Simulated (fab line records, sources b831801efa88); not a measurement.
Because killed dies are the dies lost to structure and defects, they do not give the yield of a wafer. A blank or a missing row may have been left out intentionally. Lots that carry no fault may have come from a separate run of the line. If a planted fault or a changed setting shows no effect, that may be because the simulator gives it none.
Chamber matching | flow sky130 | rie_diel-03 running SKY_CONTACT_ETCH_16: 4 sister chambers
The step etches BARC in N2/H2, stops on SiO2, time 45.9 s, target depth 60 nm. 16 wafers are shown with their chamber, then 8 later ones without.

== WAFERS WITH THEIR CHAMBER ==
wafer  | chamber | drypump_motor_current_A (A) | rf_fwd_power_W (W) | throttle_valve_pct (%)
L076.2 | 1       | 5.0                         | 495.9              | 13.222
L076.3 | 3       | 5.8                         | 490.7              | 13.228
L076.4 | 2       | 6.0                         | 495.7              | 13.232
L081.2 | 3       | 5.8                         | 496.4              | 13.203
L081.4 | 1       | 5.0                         | 496.3              | 13.203
L081.6 | 2       | 6.0                         | 489.3              | 13.224
L084.2 | 3       | 5.8                         | 490.1              | 13.221
L084.4 | 1       | 5.0                         | 498.7              | 13.228
L084.6 | 2       | 6.0                         | 491.7              | 13.233
L085.2 | 0       | 4.6                         | 498.3              | 13.209
L085.5 | 2       | 6.0                         | 494.0              | 13.225
L085.6 | 3       | 5.8                         | 490.0              | 13.222
L086.2 | 3       | 5.9                         | 491.5              | 13.218
L086.4 | 0       | 4.6                         | 495.7              | 13.224
L086.6 | 0       | 4.6                         | 496.1              | 13.254
L087.2 | 1       | 5.0                         | 495.0              | 13.235

SIGNATURES (averages over the wafers above)
reading                 | chamber 0 | chamber 1 | chamber 2 | chamber 3 | scatter within a chamber
drypump_motor_current_A | 4.600     | 5.000     | 6.000     | 5.820     | 0.0258
rf_fwd_power_W          | 496.700   | 496.475   | 492.675   | 491.740   | 2.3
throttle_valve_pct      | 13.22900  | 13.22200  | 13.22850  | 13.21840  | 0.013
Rule: for a wafer and a chamber, the distance is found by dividing, reading by reading, the gap between the wafer's reading and the chamber's mean by the reading's scatter, squaring, summing and taking the root. If the next closest chamber is less than 2 further off than the closest, the wafer can't be placed; otherwise it belongs to the closest. How the scatter is found: for the shown wafers, subtract from each reading the mean of its chamber, square and add these, divide the total by (wafers less chambers), then take the root.

== WAFERS WHOSE CHAMBER IS MISSING ==
wafer  | drypump_motor_current_A (A) | rf_fwd_power_W (W) | throttle_valve_pct (%)
L087.4 | 4.6                         | 496.1              | 13.239
L087.5 | 4.6                         | 498.3              | 13.210
L090.1 | 5.9                         | 492.3              | 13.240
L090.4 | 5.8                         | 491.8              | 13.221
L090.6 | 5.0                         | 495.4              | 13.230
L097.2 | 5.8                         | 488.7              | 13.228
L097.4 | 6.0                         | 495.0              | 13.222
L097.6 | 4.6                         | 498.0              | 13.235

== CHAMBER TAKEN BY EACH ==
wafer  | from the rows above     | in truth
L087.4 | 0                       | 0
L087.5 | 0                       | 0
L090.1 | can't be placed: 3 or 2 | 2
L090.4 | 3                       | 3
L090.6 | 1                       | 1
L097.2 | 3                       | 3
L097.4 | 2                       | 2
L097.6 | 0                       | 0
Correct placement for 7 of the 8. These rows do not allow placing 1 (true chamber among the candidates in 1). Number placed wrongly: 0.
